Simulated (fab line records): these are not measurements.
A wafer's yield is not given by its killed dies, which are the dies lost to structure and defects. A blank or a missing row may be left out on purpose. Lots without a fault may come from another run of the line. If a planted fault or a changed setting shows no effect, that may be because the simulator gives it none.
Comparing a struck lot with a sound one | flow gf180mcu | 17 steps out of a route of 602
Sound: wafers L421.1, L421.3, L421.4. Struck: wafer L437.2. (L437.5 of the same lot was not struck and is left out.) The cause comes at the end.
For every step that has rows: the tool of each side, followed by ch and its chambers, followed by its first start. Under that, the readings that differ: sound wafers | struck wafers | difference of the means | sigmas: that difference in standard deviations of wafers without a fault.
alike: words and numbers the same on both sides, and readings whose means are apart by under 2 such deviations; not compared: readings that were withheld, readings missing a value for some wafer, numbers with overlapping values and no deviation given by the record, and bounds like >300 which may hide the same value.
A row with sigmas, a row that says differs or no value, or rows on one side alone: a step with any of these is where the two part. When numbers do not overlap yet have no deviation, they are printed without sigmas and do not part them. Lack of a reading on every wafer of one side parts them only where that side has two or more wafers.

first, 4 steps without rows for these wafers: GF_SAB_SOFTBAKE_05 (time 60 s); GF_SAB_EXPOSE_06 (exposes mask SAB, target cd 420 nm); GF_SAB_PEB_07; GF_SAB_DEVELOP_08 (develop time 60 s).
GF_SAB_CD_MEAS_09: the cd target is 420 nm.
  struck on cd-sem-01, day 20 22:15; sound on cd-sem-02, day 14 23:10
  alike: cd-nm
GF_SAB_OVL_MEAS_10:
  struck on overlay-02, day 20 22:21; sound on overlay-02, day 14 23:17
  alike: SAB_OVL
GF_SAB_ETCH_11: etches SiO2 in C4F8/O2/Ar, target depth 55 nm, time 8.5 s.
  sound on rie-diel-02 ch 0,1,3, day 14 23:19; struck on rie-diel-01 ch 3, day 20 22:23
  alike: bias-w, chamber-pressure-mTorr, oes-product-au, rf-fwd-power-W
  not compared: rf-hours-counter-h
then, 1 step without rows for these wafers: GF_SAB_WET_ETCH_12 (etches SiO2 in dHF, target depth 22 nm, time 440 s).
GF_SAB_STRIP_13: strips in O2/N2.
  sound on plasma-asher-01 ch 0,1, day 14 23:29; struck on plasma-asher-03 ch 1, day 20 22:32
  reading                     | sound       | struck | difference | sigmas
  drypump-motor-current-A (A) | 4.9 5.5 4.9 | 6.5    | +1.4       | +2
  alike: chamber-pressure-mTorr, heater-power-w, oes-product-au, platen-temp-c, strip-time-to-endpoint-s
  not compared: rf-hours-counter-h
then, 2 steps without rows for these wafers: GF_SALICIDE_CLEAN_00 (cleans in SC1/SC2, time 150 s); GF_SALICIDE_WET_ETCH_01 (etches SiO2 in dHF, target depth 5 nm, time 100 s).
GF_SALICIDE_SPUTTER_02: material Co, target thk 10 nm, time 20 s.
  struck on pvd-sputter-04, day 20 22:44; sound on pvd-sputter-01, day 14 23:40
  alike: throttle-valve-pct
GF_SALICIDE_SPUTTER_03: material TiN, target thk 20 nm, time 16.7 s.
  struck on pvd-sputter-04, day 20 22:45; sound on pvd-sputter-01, day 14 23:42
  reading                                      | sound            | struck | difference | sigmas
  model.TiN_of_SALICIDE_SPUTTER_03.thk-nm (nm) | 20.28 20.53 20.3 | 12.96  | -7.41      |
  alike: throttle-valve-pct
GF_SALICIDE_RS_MEAS_04: measures by four-point-probe.
  struck on film-metro-02, day 20 22:48; sound on film-metro-01, day 14 23:44
  reading                  | sound             | struck | difference | sigmas
  SALICIDE_TIN_RS (ohm/sq) | 16.36 16.27 16.14 | 18.52  | +2.26      | +8
GF_SALICIDE_THK_MEAS_05: measures by xrf.
  struck on film-metro-02, day 20 22:55; sound on film-metro-01, day 14 23:51
  reading               | sound             | struck | difference | sigmas
  SALICIDE_TIN_THK (nm) | 20.26 20.47 20.20 | 13.01  | -7.30      | -35
GF_SALICIDE_RTA_06: time 30 s.
  sound on rtp-anneal-01 ch 0, day 14 23:55; struck on rtp-anneal-01 ch 0, day 20 22:59
  alike: lamp-power-pct, wafer_temp_C_max
after that, 1 step had no rows for these wafers: GF_PASSIVATION_PROBE_99.

## WHERE THEY PART
Last at GF_SALICIDE_THK_MEAS_05 as far as this record goes, first at GF_SAB_STRIP_13. Later steps at which nothing parts them and some readings are alike: GF_SALICIDE_RTA_06.

WHY: the cause the simulator had injected
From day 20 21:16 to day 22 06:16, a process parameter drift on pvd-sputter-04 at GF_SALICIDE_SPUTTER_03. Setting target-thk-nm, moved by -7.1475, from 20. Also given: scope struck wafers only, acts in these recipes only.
